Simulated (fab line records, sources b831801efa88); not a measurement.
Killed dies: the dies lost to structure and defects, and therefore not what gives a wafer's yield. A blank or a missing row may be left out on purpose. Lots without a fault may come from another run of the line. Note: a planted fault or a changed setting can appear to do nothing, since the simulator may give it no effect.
Comparing a struck lot with a sound one	flow sky130	43 steps out of a route of 708
Sound: the wafers L439.1, L439.2, L439.6. Wafers L445.4, L445.5, L445.6 were the ones struck. The cause is named last.
Per side, at each step with rows, come the tool, then ch with its chambers, and then its first start. Under that, the readings that differ: sound wafers	struck wafers	difference of the means	sigmas: that difference in standard deviations of wafers without a fault.
alike: words and numbers the same on both sides, and readings whose means are apart by under 2 such deviations; not compared: readings that were withheld, readings missing a value for some wafer, numbers with overlapping values and no deviation given by the record, and bounds like >300 which may hide the same value.
Wherever a step has rows on one side only, a row that says differs or no value, or a row with sigmas, the two part there. Numbers that don't overlap but have no deviation are shown without sigmas and don't part them. A reading that every wafer of one side lacks parts them only if that side has two wafers or more.

first, 1 step without rows for these wafers: SKY_SONOS_TUNNEL_DEVELOP_06 (develop time 60 s).
SKY_SONOS_TUNNEL_CD_MEAS_07: target cd 410 nm.
  sound on cdSem-02, day 13 14:08; struck on cdSem-02, day 16 12:56
  alike: cdNm
SKY_SONOS_TUNNEL_OVL_MEAS_08:
  sound on overlay-02, day 13 14:15; struck on overlay-01, day 16 13:01
  alike: SONOS_TUNNEL_OVL
then, 3 steps without rows for these wafers: SKY_SONOS_TUNNEL_IMPLANT_09; SKY_SONOS_TUNNEL_WET_ETCH_10 (etches SiO2 in dHF, target depth 14 nm, time 280 s); SKY_SONOS_TUNNEL_STRIP_11 (strips in SPM, time 600 s).
SKY_SONOS_TUNNEL_TW_MEAS_12:
  sound on filmMetro-01, day 13 14:43; struck on filmMetro-04, day 16 13:35
  alike: SONOS_TUNNEL_TW
then, 2 steps without rows for these wafers: SKY_SONOS_TUNNEL_CLEAN_13 (cleans in dHF, time 20 s); SKY_SONOS_ONO_OXIDATION_00 (stabilise 600 s, purge 300 s, target thk 2.6 nm).
SKY_SONOS_ONO_THK_MEAS_01:
  sound on filmMetro-03, day 13 16:54; struck on filmMetro-01, day 16 17:09
  alike: SONOS_ONO_OXIDATION_THK
then, 1 step without rows for these wafers: SKY_SONOS_ONO_CVD_02 (deposits Si3N4 from DCS/NH3, target thk 10.5 nm, time 180 s).
SKY_SONOS_ONO_THK_MEAS_03:
  sound on filmMetro-01, day 13 18:26; struck on filmMetro-03, day 16 19:30
  alike: SONOS_ONO_CVD_02_THK
SKY_SONOS_ONO_CVD_04: deposits SiO2 from SiH4/N2O, target thk 5.7199 nm.
  sound on lpcvd-03 ch 1, day 13 18:29; struck on lpcvd-03 ch 1, day 16 19:32
SKY_SONOS_ONO_THK_MEAS_05:
  sound on filmMetro-01, day 13 19:44; struck on filmMetro-01, day 16 20:49
  alike: SONOS_ONO_CVD_04_THK
then, 7 steps without rows for these wafers: SKY_SONOS_ONO_DEHYDRATE_06 (time 60 s); SKY_SONOS_ONO_HMDS_07 (prime time 60 s); SKY_SONOS_ONO_COAT_08 (resist thk 1140 nm); SKY_SONOS_ONO_SOFTBAKE_09 (time 60 s); SKY_SONOS_ONO_EXPOSE_10 (exposes mask ONOM, target cd 410 nm); SKY_SONOS_ONO_PEB_11; SKY_SONOS_ONO_DEVELOP_12 (develop time 60 s).
SKY_SONOS_ONO_CD_MEAS_13: target cd 410 nm.
  sound on cdSem-01, day 14 22:17; struck on cdSem-01, day 18 01:00
  alike: cdNm
SKY_SONOS_ONO_OVL_MEAS_14:
  sound on overlay-01, day 14 22:25; struck on overlay-02, day 18 01:05
  alike: SONOS_ONO_OVL
SKY_SONOS_ONO_ETCH_15: etches the open film in CHF3/O2, target depth 19.52 nm, time 7.8 s.
  sound on rieDiel-04 ch 0,2, day 14 22:27; struck on rieDiel-02 ch 0,1,2, day 18 01:06
reading	sound	struck	difference	sigmas
oesProductAu (a.u.)	1.013 1.013 1.025	0.987 0.992 0.992	-0.027	-3
  alike: drypumpMotorCurrentA, throttleValvePct
  not compared: rfHoursCounterH
then, 1 step without rows for these wafers: SKY_SONOS_ONO_WET_ETCH_16 (etches SiO2 in dHF, target depth 14 nm, time 280 s).
SKY_SONOS_ONO_STRIP_17: strips in O2/N2.
  sound on plasmaAsher-02 ch 0,1, day 14 22:40; struck on plasmaAsher-02 ch 0,1, day 18 01:14
  alike: drypumpMotorCurrentA, o2FlowSccm, oesProductAu, stripTimeToEndpointS
  not compared: rfHoursCounterH
then, 3 steps without rows for these wafers: SKY_SONOS_ONO_WET_ETCH_18 (etches Si3N4 in H3PO4, target depth 15 nm, time 172 s); SKY_GATE_OXIDE_CLEAN_00 (cleans in SC1/SC2, time 150 s); SKY_GATE_OXIDE_OXIDATION_01 (stabilise 600 s, purge 300 s, target thk 10.268 nm).
SKY_GATE_OXIDE_THK_MEAS_02:
  sound on filmMetro-04, day 15 02:34; struck on filmMetro-03, day 18 02:52
  alike: GATE_OXIDE_OXIDATION_00_THK
then, 7 steps without rows for these wafers: SKY_GATE_OXIDE_DEHYDRATE_03 (time 60 s); SKY_GATE_OXIDE_HMDS_04 (prime time 60 s); SKY_GATE_OXIDE_COAT_05 (resist thk 1140 nm); SKY_GATE_OXIDE_SOFTBAKE_06 (time 60 s); SKY_GATE_OXIDE_EXPOSE_07 (exposes mask LVOM, target cd 600 nm); SKY_GATE_OXIDE_PEB_08; SKY_GATE_OXIDE_DEVELOP_09 (develop time 60 s).
SKY_GATE_OXIDE_OVL_MEAS_10:
  sound on overlay-02, day 16 05:41; struck on overlay-01, day 19 09:24
  alike: GATE_OXIDE_OVL
then, 2 steps without rows for these wafers: SKY_GATE_OXIDE_IMPLANT_11; SKY_GATE_OXIDE_WET_ETCH_12 (etches SiO2 in dHF, target depth 16.8 nm, time 336 s).
SKY_GATE_OXIDE_STRIP_13: strips in O2/N2.
  sound on plasmaAsher-04 ch 0,1, day 16 05:58; struck on plasmaAsher-04 ch 0,1, day 19 09:46
  alike: drypumpMotorCurrentA, o2FlowSccm, oesProductAu, stripTimeToEndpointS
  not compared: rfHoursCounterH
SKY_GATE_OXIDE_TW_MEAS_14:
  sound on filmMetro-02, day 16 06:04; struck on filmMetro-03, day 19 09:52
  alike: GATE_OXIDE_TW
-- a jump in the record: the struck wafers' starts before and after are 30 days apart (it breaks off in module GATE_OXIDE and resumes in module PAD_OPEN, where the first step shown is number 708 of the route) --
SKY_PAD_OPEN_PROBE_99:
  sound on prober-02, day 47 08:48; struck on prober-02, day 49 11:19
reading	sound	struck	difference	sigmas
hold	- - -	awaitDispo/2.0h/release awaitDispo/2.0h/release awaitDispo/2.0h/release	no value on the sound wafers	
killedAtFrontEnd	20 14 12	81 77 76	+63	+16
killedDies	104 78 74	156 146 156	+67	+7
killedOnRim	20 11 18	31 24 29	+12	+3
  alike: killed_at_M0_to_M3, killed_at_M4_up, killedAtContacts, killedAtOther, killedOpen, killedShort

## WHERE THEY PART
First at SKY_SONOS_ONO_ETCH_15; last, within this record, at SKY_PAD_OPEN_PROBE_99.

WHY: the cause the simulator had injected
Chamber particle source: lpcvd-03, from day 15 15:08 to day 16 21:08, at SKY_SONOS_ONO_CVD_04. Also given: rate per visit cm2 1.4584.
